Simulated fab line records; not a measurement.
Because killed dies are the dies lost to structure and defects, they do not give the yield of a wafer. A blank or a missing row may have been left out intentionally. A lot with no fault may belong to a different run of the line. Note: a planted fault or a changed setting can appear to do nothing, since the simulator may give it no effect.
fab line records    flow gf180mcu
record: lots: 6  wafers: 18  last_day: 34
route steps=602 shown V1@335
lots untouched by any fault: they come from a run of this same line in which no faults occurred
start_h: hours from the record's first day to the start of the lot's first wafer shown    wait_h: hours from the lot's prior step to this one    " the same as in the row above    L1.1+2: a single row standing in for several wafers    - no value, or no start was given    * or withheld: withheld    < > ~ a bound
route shown NAME@n: a module of which the file shows steps, and the number in the route of the first    usual: average and standard deviation across the fault-free wafers    same: alike in all rows    chamber/n: place in a boat    sites: per-site readings    _std_site: how widely they spread, as a standard deviation    _edge_site: mean of outer sites minus mean of inner sites    radius_mm: for every site, how far away it sits from the centre of the wafer    mask NAME#n: copy n    behind: the tool/chamber that last shaped the wafer    hold: why the lot was held/for how many hours/how that ended    device: transistor that didn't switch, given as n, p or np    end of line: the same wafers' tests at the end of the route    for a step that has no rows: nothing shown but its recipe    killed: at the first sort, the dies lost to defects and structure; wafer yield is something else    map: a wafer's dies, marking killed ones x, the rest . and places with no die _
set.NAME: the setting that was run; set.NAME@STEP: the one run at that earlier step    model.NAME: the simulator's own value behind a step, which no gauge read
certain route steps with their lots: each step a table, each wafer a row
services: the hour from which a tool's chamber was out of use, counted from the record's first day as start_h (under 0 if before that day), plus the number of hours and why
== steps ==
step: GF_V1_CVD_00
recipe: material: SiO2  target_thk_nm: 600  sigma_open_frac: 0.3  temp_c: 400  time_s: 100  sih4_flow_sccm: 60  pressure_mtorr: 6
step: GF_V1_THK_MEAS_01
recipe: reads: SiO2_of_V1_CVD_00
usual: V1_CVD_00_THK: 598/6.2
lot.wafer  tool           chamber  start_h  wait_h  V1_CVD_00_THK[nm]
L422.2     film_metro-02  -        423.43   0.0     603
L422.3     "              -        "        "       590
L422.5     "              -        "        "       594
L427.2     film_metro-03  -        472.44   0.0     601
L427.5     "              -        "        "       597
L427.6     "              -        "        "       600
L434.4     film_metro-02  -        532.64   0.1     593
L434.5     "              -        "        "       591
L434.6     "              -        "        "       593
L435.2     film_metro-03  -        537.77   0.0     596
L435.4     "              -        "        "       601
L435.6     "              -        "        "       597
L439.1     film_metro-04  -        567.72   0.0     587
L439.5     "              -        "        "       593
L439.6     "              -        "        "       579
L441.1     film_metro-02  -        579.97   0.0     593
L441.3     "              -        "        "       593
L441.5     "              -        "        "       595
step: GF_V1_CVD_02
recipe: material: SiO2  target_thk_nm: 850  precursor: TEOS  temp_c: 400  time_s: 94.851  rf_w: 600
usual: heater_power_outer_w: 382/80  heater_power_w: 681/110
lot.wafer  tool      chamber  start_h  wait_h  heater_power_outer_w  heater_power_w
L422.2     pecvd-04  0        423.48   0.0     310                   602
L422.3     "         1        "        "       408                   713
L422.5     "         0        "        "       332                   622
L427.2     pecvd-03  0        472.49   0.0     287                   543
L427.5     "         0        "        "       324                   602
L427.6     "         2        "        "       364                   644
L434.4     pecvd-03  2        532.70   0.1     499                   835
L434.5     "         1        "        "       299                   577
L434.6     "         0        "        "       338                   628
L435.2     pecvd-04  1        537.82   0.0     383                   674
L435.4     "         0        "        "       325                   616
L435.6     "         2        "        "       330                   626
L439.1     pecvd-04  0        567.78   0.1     323                   627
L439.5     "         2        "        "       449                   776
L439.6     "         1        "        "       371                   651
L441.1     pecvd-03  0        580.03   0.1     264                   524
L441.3     "         2        "        "       492                   805
L441.5     "         2        "        "       358                   635
step: GF_V1_THK_MEAS_03
recipe: reads: SiO2_of_V1_CVD_02
usual: V1_CVD_02_THK: 848/10
lot.wafer  tool           chamber  start_h  wait_h  V1_CVD_02_THK[nm]
L422.2     film_metro-04  -        423.56   0.0     841
L422.3     "              -        "        "       845
L422.5     "              -        "        "       851
L427.2     film_metro-04  -        472.57   0.0     829
L427.5     "              -        "        "       839
L427.6     "              -        "        "       846
L434.4     film_metro-03  -        532.77   0.0     851
L434.5     "              -        "        "       852
L434.6     "              -        "        "       851
L435.2     film_metro-02  -        537.90   0.0     848
L435.4     "              -        "        "       849
L435.6     "              -        "        "       850
L439.1     film_metro-03  -        567.85   0.0     866
L439.5     "              -        "        "       870
L439.6     "              -        "        "       862
L441.1     film_metro-03  -        580.10   0.0     841
L441.3     "              -        "        "       855
L441.5     "              -        "        "       867
step: GF_V1_CMP_04
recipe: material: SiO2  down_force_psi: 4  platen_rpm: 60  pad_velocity_m_s: 0.94248
usual: motor_current_A: 11.8/1.2  platen_rpm: 60.00/0.036  time_to_endpoint_s: 78/5.4
lot.wafer  tool    chamber  start_h  wait_h  motor_current_A  platen_rpm  time_to_endpoint_s
L422.3     cmp-02  1        423.66   0.1     10.1             59.99       78
L422.2     "       2        "        "       12.6             59.99       79
L422.5     "       1        "        "       10.2             59.98       81
L427.2     cmp-02  0        473.07   0.5     13.4             59.98       67
L427.5     "       3        "        "       12.2             59.99       73
L427.6     "       0        "        "       13.5             59.97       74
L434.4     cmp-01  3        532.90   0.1     9.9              59.98       81
L434.6     "       1        "        "       13.5             60.02       83
L434.5     "       2        "        "       10.8             59.98       81
L435.2     cmp-02  2        537.95   0.0     12.3             60.00       77
L435.4     "       0        "        "       12.5             60.00       75
L435.6     "       3        "        "       12.5             59.91       79
L439.1     cmp-01  2        568.01   0.1     10.9             59.98       88
L439.5     "       0        "        "       12.1             59.97       91
L439.6     "       1        "        "       12.9             60.05       90
L441.1     cmp-02  2        580.19   0.1     12.3             60.00       75
L441.3     "       3        "        "       12.5             60.00       81
L441.5     "       3        "        "       12.5             60.06       89
step: GF_V1_BOW_MEAS_05
recipe: mode: bow
usual: V1_BOW: 82/7.3
lot.wafer  tool           chamber  start_h  wait_h  V1_BOW[um]
L422.2     film_metro-04  -        423.93   0.2     78
L422.3     "              -        "        "       68
L422.5     "              -        "        "       76
L427.2     film_metro-03  -        473.34   0.2     97
L427.5     "              -        "        "       85
L427.6     "              -        "        "       87
L434.4     film_metro-04  -        533.16   0.2     83
L434.5     "              -        "        "       85
L434.6     "              -        "        "       84
L435.2     film_metro-02  -        538.27   0.3     87
L435.4     "              -        "        "       82
L435.6     "              -        "        "       84
L439.1     film_metro-02  -        568.21   0.1     80
L439.5     "              -        "        "       68
L439.6     "              -        "        "       71
L441.1     film_metro-04  -        580.49   0.2     85
L441.3     "              -        "        "       91
L441.5     "              -        "        "       77
step: GF_V1_DEHYDRATE_06
recipe: temp_c: 200  time_s: 60
step: GF_V1_HMDS_07
recipe: prime_time_s: 60  prime_temp_c: 120
step: GF_V1_COAT_08
recipe: resist: BARC  temp_c: withheld  time_s: withheld  spin_rpm: withheld  resist_thk_nm: withheld
step: GF_V1_COAT_09
recipe: resist: KrF  spin_rpm: withheld  resist_thk_nm: 1000
step: GF_V1_SOFTBAKE_10
recipe: temp_c: 130  time_s: 60  resist: KrF
step: GF_V1_EXPOSE_11
recipe: mask_id: Via1  target_cd_nm: 260  na: 0.68  source_shape: conventional  sigma_outer: 0.6  dose_mj: 38
step: GF_V1_PEB_12
recipe: peb_temp_c: 135  peb_time_s: 90  resist: KrF
usual: chill_plate_temp_C: 22.98/0.11  plate_temp_C: 134.97/0.14
lot.wafer  tool            chamber  start_h  wait_h  chill_plate_temp_C  plate_temp_C
L422.2     litho_track-04  0        448.50   -       23.13               134.97
L422.3     "               0        "        "       23.09               135.13
L422.5     "               0        "        "       22.87               135.27
L427.2     litho_track-03  0        496.87   -       22.92               135.05
L427.5     "               0        "        "       22.99               135.21
L427.6     "               0        "        "       23.15               134.98
L434.4     litho_track-03  0        555.33   -       22.87               134.83
L434.5     "               0        "        "       22.99               135.24
L434.6     "               0        "        "       22.98               135.00
L435.2     litho_track-03  0        560.17   -       22.91               134.82
L435.4     "               0        "        "       23.03               134.99
L435.6     "               0        "        "       22.79               135.00
L439.1     litho_track-02  0        589.05   -       23.02               134.84
L439.5     "               0        "        "       23.12               135.06
L439.6     "               0        "        "       23.05               134.90
L441.1     litho_track-02  0        601.35   -       22.94               134.94
L441.3     "               0        "        "       22.82               134.78
L441.5     "               0        "        "       22.86               134.88
step: GF_V1_DEVELOP_13
recipe: develop_time_s: 60  resist: KrF  dev_temp_c: 21
step: GF_V1_CD_MEAS_14
recipe: target_cd_nm: 260
usual: cd_nm: 260.2/1.1
lot.wafer  tool       chamber  start_h  wait_h  cd_nm
L422.2     cd_sem-02  -        448.84   0.1     258.4
L422.3     "          -        "        "       258.9
L422.5     "          -        "        "       259.1
L427.2     cd_sem-01  -        497.20   0.1     261.7
L427.5     "          -        "        "       261.7
L427.6     "          -        "        "       261.1
L434.4     cd_sem-01  -        555.64   0.1     260.8
L434.5     "          -        "        "       264.3
L434.6     "          -        "        "       263.5
L435.2     cd_sem-01  -        560.50   0.1     260.8
L435.4     "          -        "        "       259.9
L435.6     "          -        "        "       264.3
L439.1     cd_sem-02  -        589.40   0.1     261.0
L439.5     "          -        "        "       259.7
L439.6     "          -        "        "       260.4
L441.1     cd_sem-01  -        601.70   0.1     260.6
L441.3     "          -        "        "       261.2
L441.5     "          -        "        "       259.3
step: GF_V1_OVL_MEAS_15
usual: V1_OVL: 1/5.4
lot.wafer  tool        chamber  start_h  wait_h  V1_OVL[nm]
L422.2     overlay-02  -        448.95   0.1     -5
L422.3     "           -        "        "       -9
L422.5     "           -        "        "       -1
L427.2     overlay-02  -        497.31   0.1     -1
L427.5     "           -        "        "       -1
L427.6     "           -        "        "       2
L434.4     overlay-02  -        555.72   0.1     1
L434.5     "           -        "        "       14
L434.6     "           -        "        "       9
L435.2     overlay-02  -        560.61   0.1     1
L435.4     "           -        "        "       0
L435.6     "           -        "        "       -7
L439.1     overlay-02  -        589.52   0.1     4
L439.5     "           -        "        "       -3
L439.6     "           -        "        "       5
L441.1     overlay-02  -        601.82   0.1     1
L441.3     "           -        "        "       -4
L441.5     "           -        "        "       0
step: GF_V1_ETCH_16
recipe: chemistry: N2/H2  target_depth_a: withheld  overetch_a: withheld  time_s: withheld  target: BARC  ion_energy_ev: 200  source_w: 500  bias_w: 100  pressure_mtorr: 30  n2_flow_sccm: 100  h2_flow_sccm: 200
usual: drypump_motor_current_A: 5.59/0.3  oes_product_au: 0.855/0.0048  throttle_valve_pct: 13.224/0.01
lot.wafer  tool         chamber  start_h  wait_h  drypump_motor_current_A  oes_product_au  throttle_valve_pct  model.V1.cd_nm
L422.2     rie_diel-04  2        448.98   0.0     5.48                     0.858           13.220              258
L422.3     "            3        "        "       5.66                     0.853           13.241              257.8
L422.5     "            1        "        "       5.80                     0.855           13.237              258.9
L427.2     rie_diel-03  0        497.34   0.0     4.71                     0.851           13.224              262.1
L427.5     "            0        "        "       4.71                     0.850           13.225              261.8
L427.6     "            1        "        "       5.66                     0.856           13.228              261.9
L434.4     rie_diel-01  2        555.76   0.0     5.47                     0.851           13.208              259.7
L434.5     "            3        "        "       5.49                     0.848           13.242              264
L434.6     "            0        "        "       5.78                     0.854           13.220              263.3
L435.2     rie_diel-04  2        560.64   0.0     5.56                     0.847           13.227              260.8
L435.4     "            0        "        "       5.82                     0.861           13.231              260.4
L435.6     "            1        "        "       5.79                     0.856           13.224              263.7
L439.1     rie_diel-03  1        589.55   0.0     5.70                     0.850           13.222              261.1
L439.5     "            0        "        "       4.73                     0.852           13.207              260
L439.6     "            3        "        "       5.78                     0.851           13.230              260
L441.1     rie_diel-01  1        601.85   0.0     5.12                     0.854           13.222              260.1
L441.3     "            3        "        "       5.49                     0.858           13.217              260.6
L441.5     "            2        "        "       5.46                     0.852           13.220              259.6
step: GF_V1_ETCH_17
recipe: chemistry: C4F8/O2/Ar  mask_material: KrF  target: SiO2  stop_on: TiN  source_w: 1500  bias_w: 1200  pressure_mtorr: 40  c4f8_flow_sccm: withheld  O2_flow_sccm: 6  Ar_flow_sccm: 300  time_s: withheld  target_depth_a: 6300
usual: oes_product_au: 0.855/0.0045
lot.wafer  tool         chamber  start_h  wait_h  oes_product_au  model.V1.cd_nm
L422.2     rie_diel-04  2        -        -       0.856           258.4
L422.3     "            3        "        "       0.855           258.1
L422.5     "            1        "        "       0.847           259
L427.2     rie_diel-03  0        -        -       0.849           262.6
L427.5     "            0        "        "       0.857           262.4
L427.6     "            1        "        "       0.851           262.4
L434.4     rie_diel-01  2        -        -       0.851           260.1
L434.5     "            3        "        "       0.852           264.5
L434.6     "            0        "        "       0.858           263.4
L435.2     rie_diel-04  2        -        -       0.863           260.5
L435.4     "            0        "        "       0.849           260.2
L435.6     "            1        "        "       0.866           262.8
L439.1     rie_diel-03  1        -        -       0.855           261
L439.5     "            0        "        "       0.855           260.4
L439.6     "            3        "        "       0.857           260
L441.1     rie_diel-01  1        -        -       0.847           260.2
L441.3     "            3        "        "       0.861           260.7
L441.5     "            2        "        "       0.852           259.8
step: GF_V1_STRIP_18
recipe: chemistry: O2/N2  power_w: 1400  pressure_mtorr: 1500  platen_temp_c: 250  o2_flow_sccm: 3000  n2_flow_sccm: 300  overash_fraction: 0.5
usual: drypump_motor_current_A: 5.8/0.4  heater_power_w: 330/50  oes_product_au: 0.593/0.0046
lot.wafer  tool             chamber  start_h  wait_h  drypump_motor_current_A  heater_power_w  oes_product_au  rf_hours_counter_h
L422.2     plasma_asher-04  0        449.10   -       5.9                      330             0.596           82
L422.3     "                0        "        "       5.9                      328             0.590           -
L422.5     "                1        "        "       6.5                      321             0.594           -
L427.2     plasma_asher-02  0        497.47   -       5.8                      291             0.596           7
L427.5     "                1        "        "       5.4                      410             0.601           -
L427.6     "                0        "        "       5.8                      290             0.593           -
L434.4     plasma_asher-04  0        555.90   -       5.9                      327             0.596           -
L434.5     "                1        "        "       6.5                      319             0.592           -
L434.6     "                0        "        "       5.9                      322             0.594           -
L435.2     plasma_asher-02  0        560.77   -       5.8                      291             0.591           13
L435.4     "                1        "        "       5.5                      403             0.593           -
L435.6     "                0        "        "       5.8                      284             0.597           -
L439.1     plasma_asher-01  1        589.68   -       5.3                      331             0.587           48
L439.5     "                0        "        "       6.1                      270             0.593           -
L439.6     "                1        "        "       5.3                      331             0.591           -
L441.1     plasma_asher-02  0        601.98   -       5.7                      287             0.588           18
L441.3     "                0        "        "       5.8                      285             0.585           -
L441.5     "                0        "        "       5.7                      292             0.599           -
== services ==
tool             chamber  start_h  hours  kind
cmp-02           -        404.20   4.0    pm
rie_diel-03      0        406.78   4.5    repair
pecvd-04         -        411.68   6.0    pm
pecvd-03         -        412.85   2.8    pm
plasma_asher-02  -        421.25   9.0    pm
rie_diel-01      2        434.55   56.6   repair
pecvd-03         -        438.52   4.3    repair
rie_diel-03      3        443.79   4.3    repair
rie_diel-03      0        459.39   3.3    repair
cmp-01           -        471.97   1.6    repair
rie_diel-03      0        501.59   22.0   repair
rie_diel-01      0        502.20   9.3    repair
rie_diel-03      2        522.14   43.8   repair
cmp-02           -        535.24   0.2    repair
plasma_asher-02  -        540.91   4.0    repair
pecvd-03         1        541.78   2.7    repair
pecvd-04         -        555.61   0.5    repair
rie_diel-01      3        557.49   4.1    repair
rie_diel-04      -        575.33   2.8    pm
rie_diel-04      3        580.71   9.3    repair
cmp-02           -        587.59   5.0    pm
pecvd-04         -        591.12   14.0   pm
rie_diel-03      -        596.82   3.0    repair
rie_diel-04      1        598.37   1.6    repair
== key ==
first_sign: step: GF_V1_CD_MEAS_14  reading: cd_nm  direction: up  sigmas: 3.6  usual: 260.2  struck: 264.1
effect none on later readings
model_effect: step: GF_V1_ETCH_16  value: V1.cd_nm  without: 259.7  struck: 263.7
model_effect: step: GF_V1_ETCH_17  value: V1.cd_nm  without: 259.6  struck: 263.6
met_at GF_V1_PEB_12
struck_wafers L434.5,L434.6,L435.6
onset_between 496.87 555.33
fault: kind: process_parameter_drift  tool: litho_track-03  chamber: -  onset_h: 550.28  steps: GF_V1_PEB_12  channel: peb_time_s  offset: *  shape: step  end_h: 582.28  scope: struck_wafers_only  acts_in: *  stated: *
